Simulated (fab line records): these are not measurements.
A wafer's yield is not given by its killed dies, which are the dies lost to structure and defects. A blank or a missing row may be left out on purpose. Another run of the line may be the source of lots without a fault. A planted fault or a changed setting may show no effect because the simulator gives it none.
Which tool did it? | flow gf180mcu | 39 wafers from 13 lots sampled at 5 of the route's 602 steps

## WHAT THE GAUGES SHOWED, per wafer
GF_LVPWELL_OVL_MEAS_07. Usual: for LVPWELL_OVL the level is -0.6 nm and the standard deviation is 1.4.
lot  | measured    | on         | LVPWELL_OVL (nm) | flag
L813 | day 3 14:04 | overlay-01 | -2.3 -0.8 -2.6   | 
L815 | day 4 17:13 | overlay-02 | -0.1 1.5 0.6     | 
L816 | day 4 18:53 | overlay-01 | -0.7 1.0 1.0     | 
L819 | day 5 03:16 | overlay-01 | -2.0 -1.2 -2.6   | 
L820 | day 5 11:07 | overlay-01 | 0.4 -1.3 -0.8    | 
L821 | day 5 17:04 | overlay-02 | -0.2 -0.3 -2.4   | 
L822 | day 6 00:52 | overlay-01 | 1.5 2.2 0.4      | 
L825 | day 6 17:40 | overlay-01 | -0.3 -2.3 0.2    | 
L826 | day 6 22:04 | overlay-01 | 0.1 -1.2 -0.5    | 
L830 | day 7 21:20 | overlay-02 | -1.9 -3.8 -0.7   | 
L832 | day 8 10:41 | overlay-02 | -1.0 1.0 0.8     | 
L835 | day 9 04:34 | overlay-01 | -0.5 -0.5 -1.9   | 
L836 | day 9 08:55 | overlay-01 | -3.4 -0.9 -2.2   | 

GF_VT_IMPLANT_OVL_MEAS_18. Usual: for VT_IMPLANT_01_OVL the level is -0.8 nm and the standard deviation is 1.3.
lot  | measured     | on         | VT_IMPLANT_01_OVL (nm) | flag
L813 | day 5 21:49  | overlay-01 | -0.9 -1.8 -1.0         | 
L815 | day 7 06:04  | overlay-02 | -4.0 -0.9 -2.3         | 
L816 | day 7 08:19  | overlay-01 | -1.7 0.1 -1.0          | 
L819 | day 7 16:31  | overlay-02 | 1.1 -1.6 0.0           | 
L820 | day 8 04:01  | overlay-01 | 0.8 -0.6 0.8           | 
L821 | day 8 09:46  | overlay-02 | -1.4 0.7 -1.4          | 
L822 | day 8 20:32  | overlay-02 | -1.6 -1.0 0.0          | 
L825 | day 9 14:43  | overlay-02 | 1.5 2.5 0.9            | 
L826 | day 9 19:06  | overlay-01 | -3.5 -1.6 -2.3         | 
L830 | day 10 19:34 | overlay-02 | -1.8 -0.8 0.1          | 
L832 | day 11 10:59 | overlay-01 | 0.1 0.5 0.6            | 
L835 | day 12 06:49 | overlay-02 | 1.0 1.5 1.2            | 
L836 | day 12 12:01 | overlay-01 | 0.3 -0.4 1.7           | 

GF_VT_IMPLANT_OVL_MEAS_29. Usual: for VT_IMPLANT_02_OVL the level is 0.3 nm and the standard deviation is 1.4.
lot  | measured     | on         | VT_IMPLANT_02_OVL (nm) | flag
L813 | day 6 13:28  | overlay-01 | -1.2 -0.5 1.2          | 
L815 | day 7 22:30  | overlay-01 | -2.0 -3.3 -1.0         | 
L816 | day 8 00:55  | overlay-02 | 0.5 -0.6 0.6           | 
L819 | day 8 09:04  | overlay-02 | 1.9 0.9 2.8            | 
L820 | day 8 21:31  | overlay-02 | 3.3 -2.7 0.5           | 
L821 | day 9 03:19  | overlay-02 | 0.0 0.4 1.0            | 
L822 | day 9 14:10  | overlay-02 | 2.6 -0.1 1.1           | 
L825 | day 10 08:28 | overlay-01 | 1.1 1.1 2.4            | 
L826 | day 10 13:27 | overlay-02 | 1.4 0.1 -0.2           | 
L830 | day 11 15:03 | overlay-01 | 0.4 3.5 0.5            | 
L832 | day 12 05:53 | overlay-02 | 1.2 2.8 1.4            | 
L835 | day 13 02:40 | overlay-02 | 0.5 1.3 -1.2           | 
L836 | day 13 07:53 | overlay-02 | 0.6 0.6 -0.4           | 

GF_VT_IMPLANT_RS_MEAS_49: a four-point-probe measurement. Usual: for MVPSD_RS the level is 1168.6 ohm/sq and the standard deviation is 2.7.
lot  | measured     | on           | MVPSD_RS (ohm/sq)                         | flag
L813 | day 7 06:38  | filmMetro-03 | 1165.1 1166.7 1165.2                      | 
L815 | day 8 16:32  | filmMetro-04 | 1160.6 1169.4 1167.1                      | 
L816 | day 8 18:27  | filmMetro-03 | 1161.8 1166.1 1165.8                      | 
L819 | day 9 03:34  | filmMetro-04 | 1166.7 1164.3 1163.6                      | 
L820 | day 9 15:54  | filmMetro-03 | 1168.3 1169.3 1170.8                      | 
L821 | day 9 21:51  | filmMetro-01 | 1168.7 1170.2 1165.8                      | 
L822 | day 10 08:43 | filmMetro-01 | 1164.2 1164.4 1168.5                      | 
L825 | day 11 03:14 | filmMetro-04 | 1103.4 1100.3 1101.5 1101.5 1103.5 1102.5 | OFF
L826 | day 11 08:53 | filmMetro-01 | 1103.2 1103.3 1100.2 1101.4 1103.7 1100.4 | OFF
L830 | day 12 11:26 | filmMetro-04 | 1169.7 1170.8 1169.4                      | 
L832 | day 13 03:17 | filmMetro-03 | 1164.9 1165.5 1166.3                      | 
L835 | day 13 23:48 | filmMetro-04 | 1167.8 1168.8 1165.7                      | 
L836 | day 14 04:49 | filmMetro-01 | 1170.3 1169.0 1169.6                      | 

## WHAT TOOL EACH LOT RAN ON (gives the tool, then ch and the chambers of the sampled wafers, and finally the start)
lot  | GF_MVPSD_IMPLANT_08
L813 | implanter-04 ch 0, day 4 17:10
L815 | implanter-04 ch 0, day 5 22:21
L816 | implanter-04 ch 0, day 5 23:50
L819 | implanter-03 ch 0, day 6 08:07
L820 | implanter-03 ch 0, day 6 18:55
L821 | implanter-02 ch 0, day 7 00:01
L822 | implanter-04 ch 0, day 7 09:47
L825 | implanter-03 ch 0, day 8 03:51
L826 | implanter-03 ch 0, day 8 07:34
L830 | implanter-02 ch 0, day 9 07:35
L832 | implanter-04 ch 0, day 9 22:21
L835 | implanter-02 ch 0, day 10 16:40
L836 | implanter-04 ch 0, day 10 21:11
- GF_MVPSD_IMPLANT_08

## AS READ BY THE TOOLS THEMSELVES (means over the sampled wafers that have a number; for cases with no such wafer, the mark the record gives instead)
GF_MVPSD_IMPLANT_08. Usual: beamOnS 9.98 s, standard deviation 0.18; endStationPressureTorr 5.08e-06 Torr, standard deviation 2.6e-07; faradayCurrentUA 84.8, standard deviation 1.6; tiltDeg 0.002 degrees, standard deviation 0.021.
lot  | tool         | beamOnS (s) | endStationPressureTorr (Torr) | faradayCurrentUA | tiltDeg (degrees) | flag
L813 | implanter-04 | 10.04       | 5.01e-06                      | 84.4             | 0.008             | 
L815 | implanter-04 | 9.93        | 4.89e-06                      | 85.3             | 0.002             | 
L816 | implanter-04 | 9.80        | 5.01e-06                      | 86.4             | 0.016             | 
L819 | implanter-03 | 10.05       | 4.95e-06                      | 84.1             | -0.003            | 
L820 | implanter-03 | 9.87        | 4.90e-06                      | 85.9             | -0.012            | 
L821 | implanter-02 | 9.96        | 5.37e-06                      | 84.8             | 0.015             | 
L822 | implanter-04 | 9.88        | 5.16e-06                      | 85.5             | -0.007            | 
L825 | implanter-03 | 11.47       | 5.09e-06                      | 73.8             | 0.027             | OFF
L826 | implanter-03 | 11.20       | 5.14e-06                      | 75.3             | -0.026            | OFF
L830 | implanter-02 | 9.97        | 5.31e-06                      | 84.9             | 0.017             | 
L832 | implanter-04 | 10.02       | 4.87e-06                      | 84.0             | -0.010            | 
L835 | implanter-02 | 10.17       | 5.14e-06                      | 83.2             | 0.002             | 
L836 | implanter-04 | 9.68        | 4.94e-06                      | 87.2             | 0.023             | 

## THE ANSWER, worked out from the rows above alone
Rule: take the mean of a lot's wafers that have a number; if it is more than 3 standard deviations from the usual mean, the lot is off. Also off: a lot with no number at a reading for which 4 or more lots have one. All remaining lots with rows at the step are treated as sound. Order of review: gauges by route order, followed by the tools' own readings, for which a lot's mean as printed above is used. At the first step where some lot is off, the reading lying furthest off is the one used; lots without a number count as furthest.
Off: L825, L826, seen at GF_VT_IMPLANT_RS_MEAS_49 (MVPSD_RS).
If a tool, at a process step before that reading, ran all the lots that are off and no sound lot after the first of them, it fits. Not tried: the gauges at GF_VT_IMPLANT_RS_MEAS_49; whatever is off there is also off at GF_MVPSD_IMPLANT_08, on other tools, and gauge error can't account for it. One candidate fits, namely implanter-03 at GF_MVPSD_IMPLANT_08. A fault onset in the window from L820 (day 6 18:55, its last sound lot) to L825 (day 8 03:51, its first lot off) fits.
The tool's own readings at GF_MVPSD_IMPLANT_08 bear it out: on the lots that are off they differ by more than 5 times the standard deviation of the sound lots' means. beamOnS reads 11.34 s there against 9.94 s on the sound lots; faradayCurrentUA reads 74.5 there against 85.1 on the sound lots.

## WHAT WAS PUT IN BY THE SIMULATOR
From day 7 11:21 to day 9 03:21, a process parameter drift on implanter-03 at GF_MVPSD_IMPLANT_08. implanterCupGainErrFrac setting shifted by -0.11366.
Struck lots among those shown: L825, L826. Same finding as the rule above.
